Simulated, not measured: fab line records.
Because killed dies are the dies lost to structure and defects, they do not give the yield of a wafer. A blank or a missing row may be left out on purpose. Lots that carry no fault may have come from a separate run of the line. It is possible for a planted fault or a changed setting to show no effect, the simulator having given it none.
A struck lot beside a sound one || flow sky130 || 14 out of 708 route steps
Sound: these wafers, L363.2, L363.4, L363.5. Struck: wafers L372.2, L372.3, L372.4. The cause is given at the end.
Per side, at each step with rows, come the tool, then ch with its chambers, and then its first start. Under that, the readings that differ: sound wafers || struck wafers || difference of the means || sigmas: that difference in standard deviations of wafers without a fault.
alike: readings with means less than 2 such deviations apart, plus words and numbers identical on both sides. not compared: withheld readings, readings lacking a value on some wafer, bounds such as >300 that could conceal the same value, and numbers that have no deviation in the record and whose values overlap.
The two part at a step that has a row with sigmas, a row that says differs or no value, or rows on one side only. Non-overlapping numbers with no deviation appear without sigmas and do not part them. Lack of a reading on every wafer of one side parts them only where that side has two or more wafers.

first, 2 steps without rows for these wafers: SKY_POLY_GATE_CLEAN_19 (cleans in SC1/SC2, time 150 s); SKY_POLY_GATE_OXIDATION_20 (stabilise 600 s, purge 300 s, target thk 4 nm).
SKY_POLY_GATE_THK_MEAS_21:
  sound on filmMetro-04, day 19 13:12; struck on filmMetro-01, day 22 01:41
  alike: POLY_GATE_OXIDATION_THK
SKY_POLY_GATE_CD_MEAS_22:
  sound on cdSem-02, day 19 13:17; struck on cdSem-02, day 22 01:45
  alike: cdNm
then, 7 steps without rows for these wafers: SKY_LDD_N_DEHYDRATE_00 (time 60 s); SKY_LDD_N_HMDS_01 (prime time 60 s); SKY_LDD_N_COAT_02 (resist thk 300 nm); SKY_LDD_N_SOFTBAKE_03 (time 60 s); SKY_LDD_N_EXPOSE_04 (exposes mask NTM, target cd 840 nm); SKY_LDD_N_PEB_05; SKY_LDD_N_DEVELOP_06 (develop time 60 s).
SKY_LDD_N_OVL_MEAS_07:
  sound on overlay-01, day 20 20:08; struck on overlay-02, day 23 07:38
  alike: LDD_N_OVL
SKY_LDD_N_IMPLANT_08:
  sound on implanter-03 ch 0, day 20 20:11; struck on implanter-02 ch 0, day 23 07:41
{"reading": "beamEnergyKeV", "sound": "19.998 19.996 19.991", "struck": "17.995 17.995 18.006", "difference": -1.996, "sigmas": "-99 or more"}
{"reading": "model.implant.rpNm (nm)", "sound": "15.66 15.66 15.66", "struck": "15.13 15.13 15.13", "difference": -0.53, "sigmas": ""}
{"reading": "model.implant.drpNm (nm)", "sound": "7.212 7.212 7.212", "struck": "6.706 6.706 6.706", "difference": -0.506, "sigmas": ""}
  alike: beamOnS
then, 1 step without rows for these wafers: SKY_LDD_N_IMPLANT_09.

## WHERE THEY PART
SKY_LDD_N_IMPLANT_08 only, going by this record.

WHY: the cause the simulator had injected
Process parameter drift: implanter-02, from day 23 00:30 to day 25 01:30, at SKY_LDD_N_IMPLANT_08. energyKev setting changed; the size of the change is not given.
